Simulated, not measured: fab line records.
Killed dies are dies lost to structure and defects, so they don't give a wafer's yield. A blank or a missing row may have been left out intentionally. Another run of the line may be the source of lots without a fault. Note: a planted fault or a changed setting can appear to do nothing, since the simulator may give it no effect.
Problem report, 8D (eight disciplines) form, completed by code	flow sky130	the parts of the form that need people (team, actions taken, sign-off) are left out

## 1. THE ISSUE
Wafers without a fault read 1.2501e+13, standard deviation 1.5e+10; dose_ions_cm2 at SKY_LDD_LDN_IMPLANT_10 reads a mean of 6.7787e+12 on 6 wafers belonging to 2 lots. That is -99 or more standard deviations from the usual mean.
The first sign was on wafer L289.2 at day 25 22:39, on implanter-04. At this step, 39 wafers from 13 lots have a number in the record. By rule, "out" or "out of limits" means more than 4 standard deviations away from the usual mean. The rest of the wafers with a number are treated as sound.

## 2. WHAT IT IS, AND WHAT IT ISN'T
question	is	is not
which readings at this step	dose_ions_cm2, faraday_current_uA	-
which lots	L289, L291	L281, L282, L283, L284, L296, L297, L298, L300, L302, L303, L304
which wafers of those lots	all that have a number	-
read on which tools	implanter-04	implanter-01, implanter-03
when	from day 25 22:39	up to then (12 sound wafers); but 21 sound wafers of L296, L297, L298, L300, L302, L303, L304 came after

## 3. WHAT RULES OUT EACH SUSPECT
Counting: a tool at a process step up to the reading stays a suspect if it ran every lot that is out and no sound lot after the first of them.
- implanter-04 at SKY_LDD_LDN_IMPLANT_10: ruled out as a lasting fault. After its first lot that is out, L289 (day 25 22:39), sound lots L300, L304 ran on it.
Left after counting: nothing in the record.

## 4. THE CAUSE (what the simulator had put in)
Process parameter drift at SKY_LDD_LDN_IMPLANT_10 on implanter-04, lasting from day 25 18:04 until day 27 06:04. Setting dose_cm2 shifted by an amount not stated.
Counting ruled it out, wrongly.

## 5. THE CHAIN OF EFFECTS, in route order
One row per reading whose mean, taken over the struck wafers that have a number, lies over 3 standard deviations from the usual. Scope: only readings with a usual standard deviation given in the record; hours: median across lots of the time from each lot's start at the first step in this table that gives one to its start at this step; sigmas: change in usual standard deviations.
hours	step	reading	usual	on struck wafers	change	sigmas
0	SKY_LDD_LDN_IMPLANT_10	dose_ions_cm2	1.2501e+13	6.7787e+12	-5.7223e+12	-99 or more
0	SKY_LDD_LDN_IMPLANT_10	faraday_current_uA	70.5	38.0	-32.5	-25
It contains these process steps:
- SKY_LDD_LDN_IMPLANT_10
At these later measuring or inspecting steps, every struck wafer for which the step has a row has a number for every such reading, and none has moved that far: SKY_METAL1_CD_MEAS_15, SKY_VIA1_OVL_MEAS_13.

## 6. HOW IT WOULD HAVE BEEN CAUGHT EARLIER
In this record the first reading out of limits was taken at day 25 22:39, 5 hours after the fault began at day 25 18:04.
